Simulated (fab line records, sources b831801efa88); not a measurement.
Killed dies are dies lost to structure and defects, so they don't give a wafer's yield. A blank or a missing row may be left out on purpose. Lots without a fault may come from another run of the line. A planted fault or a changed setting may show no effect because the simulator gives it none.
Which tool did it? | flow sky130 | 6 lots, 18 wafers sampled, at 2 steps of a route of 708

WHAT THE GAUGES READ, wafer by wafer
SKY_SONOS_TUNNEL_TW_MEAS_12.
lot  | measured     | on            | SONOS_TUNNEL_TW
L653 | day 12 13:06 | film_metro-04 | 198.2 197.7 198.2
L656 | day 13 15:02 | film_metro-01 | 198.4 198.4 197.9
L659 | day 14 08:10 | film_metro-03 | 195.3 195.8 194.9
L661 | day 15 00:28 | film_metro-04 | 198.4 199.0 198.8
L663 | day 15 14:11 | film_metro-04 | 369.9 369.9 370.1
L665 | day 16 04:10 | film_metro-04 | 370.9 371.7 369.0

WHICH TOOL RAN EACH LOT (tool, then ch and the chambers of the sampled wafers, then the start)
lot  | SKY_SONOS_TUNNEL_IMPLANT_09
L653 | implanter-02 ch 0, day 12 12:40
L656 | implanter-03 ch 0, day 13 14:38
L659 | implanter-02 ch 0, day 14 07:46
L661 | implanter-02 ch 0, day 15 00:04
L663 | implanter-02 ch 0, day 15 13:46
L665 | implanter-02 ch 0, day 16 03:44
- SKY_SONOS_TUNNEL_IMPLANT_09

THE ANSWER, worked out from the rows above alone
Rule: what is usual is taken from the lots themselves. Put in order of their means at a reading, lots are off if they are a third of the lots or fewer, leave a main group of 4 or more, and stand apart from it by a gap of 3 or more times the standard deviation of the main group's means; of several such gaps the widest counts. A main group whose means are all the same, to the digits that the tables above print for the reading, isn't used. A lot without any number at a reading at which 4 lots or more have one is off too. The other lots that the step has rows for count as sound.
Off: L663, L665, at SKY_SONOS_TUNNEL_TW_MEAS_12 (SONOS_TUNNEL_TW). The main group: mean 197.6, standard deviation 1.3.
A tool fits if, at a process step before that reading, it ran every lot that is off, and no sound lot after the first of them. The gauges at SKY_SONOS_TUNNEL_TW_MEAS_12 are tried like those tools. Can't be told from this: 2 tools fit, implanter-02 at SKY_SONOS_TUNNEL_IMPLANT_09, film_metro-04 at SKY_SONOS_TUNNEL_TW_MEAS_12.

WHAT THE SIMULATOR HAD PUT IN
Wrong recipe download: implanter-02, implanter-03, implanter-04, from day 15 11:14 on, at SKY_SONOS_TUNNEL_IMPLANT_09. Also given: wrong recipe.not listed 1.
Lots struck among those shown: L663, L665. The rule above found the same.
